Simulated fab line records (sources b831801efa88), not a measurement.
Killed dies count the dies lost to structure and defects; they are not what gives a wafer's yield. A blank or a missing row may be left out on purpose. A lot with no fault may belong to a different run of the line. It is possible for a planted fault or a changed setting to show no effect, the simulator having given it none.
What tool caused it? ; flow sky130 ; 45 wafers from 15 lots sampled at 4 of the route's 708 steps

## WHAT EACH GAUGE READ, for each wafer
SKY_VT_ADJUST_HVTR_CD_MEAS_07: the cd target is 380 nm.
lot;measured;on;cd_nm (nm)
L724;day 9 20:25;cd_sem-01;380.2 380.7 382.1
L725;day 10 03:26;cd_sem-02;379.9 377.8 378.9
L729;day 11 08:20;cd_sem-01;379.5 378.5 378.2
L728;day 11 08:35;cd_sem-01;382.2 382.7 382.1
L730;day 11 12:57;cd_sem-01;379.4 381.8 379.1
L731;day 11 20:15;cd_sem-01;379.4 379.5 378.1
L732;day 12 08:29;cd_sem-02;382.2 380.7 383.2
L733;day 12 15:25;cd_sem-01;382.3 383.0 381.4
L734;day 13 03:05;cd_sem-01;381.1 380.9 381.3
L735;day 13 04:19;cd_sem-02;383.1 382.8 383.5
L736;day 13 11:31;cd_sem-02;382.0 383.6 379.5
L737;day 13 16:11;cd_sem-02;385.4 383.2 383.5
L743;day 15 11:46;cd_sem-02;385.4 384.2 384.4
L744;day 15 18:01;cd_sem-02;381.3 381.9 378.3
L745;day 16 00:49;cd_sem-02;378.0 378.6 378.3

SKY_SONOS_ONO_THK_MEAS_03.
lot;measured;on;SONOS_ONO_CVD_02_THK (nm)
L724;day 11 23:59;film_metro-01;10.24 10.23 10.28
L725;day 12 08:41;film_metro-02;10.68 10.86 10.75
L729;day 13 14:11;film_metro-02;10.45 10.58 10.39
L728;day 13 14:10;film_metro-03;10.60 10.51 10.57
L730;day 13 19:42;film_metro-02;10.59 10.58 10.59
L731;day 14 01:43;film_metro-01;10.42 10.41 10.38
L732;day 14 13:45;film_metro-02;10.45 10.36 10.40
L733;day 15 00:23;film_metro-03;10.53 10.58 10.63
L734;day 15 10:39;film_metro-03;10.59 10.52 10.53
L735;day 15 16:13;film_metro-02;10.45 10.47 10.53
L736;day 15 21:44;film_metro-02;10.33 10.25 10.18
L737;day 16 02:17;film_metro-01;10.56 10.41 10.51

SKY_SONOS_ONO_CD_MEAS_13: the cd target is 410 nm.
lot;measured;on;cd_nm (nm)
L724;day 13 06:45;cd_sem-01;411.3 412.6 409.4
L725;day 13 10:13;cd_sem-01;409.4 408.8 410.4
L729;day 14 16:55;cd_sem-01;408.9 411.6 410.0
L728;day 14 17:09;cd_sem-01;412.7 413.0 414.8
L730;day 14 23:10;cd_sem-02;413.5 414.0 416.3
L731;day 15 05:40;cd_sem-01;407.9 408.9 407.8
L732;day 15 17:43;cd_sem-01;410.6 410.0 410.4
L733;day 16 05:10;cd_sem-02;407.0 405.9 407.9
L734;day 16 15:18;cd_sem-01;410.7 410.5 411.3
L735;day 16 21:13;cd_sem-01;410.7 411.4 408.5
L736;day 17 03:34;cd_sem-02;414.6 410.4 413.2
L737;day 17 08:40;cd_sem-01;408.3 411.4 410.7

## TOOL THAT RAN EACH LOT (tool first, then ch and the chambers of the sampled wafers, then the start)
lot;SKY_SONOS_TUNNEL_WET_ETCH_10
L724;wet_bench-04 ch 3, day 11 19:34
L725;wet_bench-02 ch 1, day 12 02:13
L729;wet_bench-02 ch 2, day 13 08:25
L728;wet_bench-04 ch 2, day 13 08:43
L730;wet_bench-04 ch 3, day 13 14:14
L731;wet_bench-03 ch 2, day 13 21:37
L732;wet_bench-03 ch 2, day 14 09:26
L733;wet_bench-02 ch 3, day 14 19:44
L734;wet_bench-03 ch 3, day 15 07:52
L735;wet_bench-02 ch 0, day 15 09:19
L736;wet_bench-04 ch 1, day 15 16:58
L737;wet_bench-03 ch 1, day 15 22:31
L743;wet_bench-03 ch 2, day 17 22:10
L744;wet_bench-02 ch 0, day 18 04:02
L745;wet_bench-02 ch 3, day 18 11:58
- SKY_SONOS_TUNNEL_WET_ETCH_10: etches SiO2 in dHF, target depth 14 nm, time 280 s.

## WHAT THE TOOLS THEMSELVES READ (means of the sampled wafers that have a number; where no wafer has one, the mark that the record gives instead)
SKY_SONOS_TUNNEL_WET_ETCH_10.
lot;tool;bath_heat_duty_pct (%);run_length_s (s)
L724;wet_bench-04;6.7;306
L725;wet_bench-02;6.0;306
L729;wet_bench-02;5.0;306
L728;wet_bench-04;8.8;305
L730;wet_bench-04;6.7;306
L731;wet_bench-03;5.8;312
L732;wet_bench-03;6.1;312
L733;wet_bench-02;5.9;307
L734;wet_bench-03;7.5;307
L735;wet_bench-02;4.9;306
L736;wet_bench-04;6.9;308
L737;wet_bench-03;6.0;306
L743;wet_bench-03;-;-
L744;wet_bench-02;-;-
L745;wet_bench-02;-;-

## THE ANSWER, worked out from the rows above alone
Rule: the usual values come from the lots themselves. The widest of any qualifying gaps counts: lots, ordered by their means at a reading, are off when they make up no more than a third of the lots, leave a main group of 4 or more, and stand apart from it by 3 or more times the standard deviation of that group's means. A main group is skipped when, at the precision printed for the reading in the tables above, its means are all equal. Also off: a lot with no number at a reading for which 4 or more lots have one. Where the step has rows for the other lots, those lots are counted as sound. After the gauges, taken in route order, come the tools' own readings; for these a lot's mean is taken, as printed above. The first step at which some lot is off is used, and at that step the reading that is off furthest; a lot without a number counts as furthest.
Off: L743, L744, L745 (SKY_SONOS_TUNNEL_WET_ETCH_10, bath_heat_duty_pct). Without a number there: L743, L744, L745. For the main group the mean is 6.4 % and the standard deviation 1.
A tool fits if, at that step or a process step before it, it ran every lot that is off, and no sound lot after the first of them. Of those tried, none fits.

## WHAT THE SIMULATOR HAD INSERTED
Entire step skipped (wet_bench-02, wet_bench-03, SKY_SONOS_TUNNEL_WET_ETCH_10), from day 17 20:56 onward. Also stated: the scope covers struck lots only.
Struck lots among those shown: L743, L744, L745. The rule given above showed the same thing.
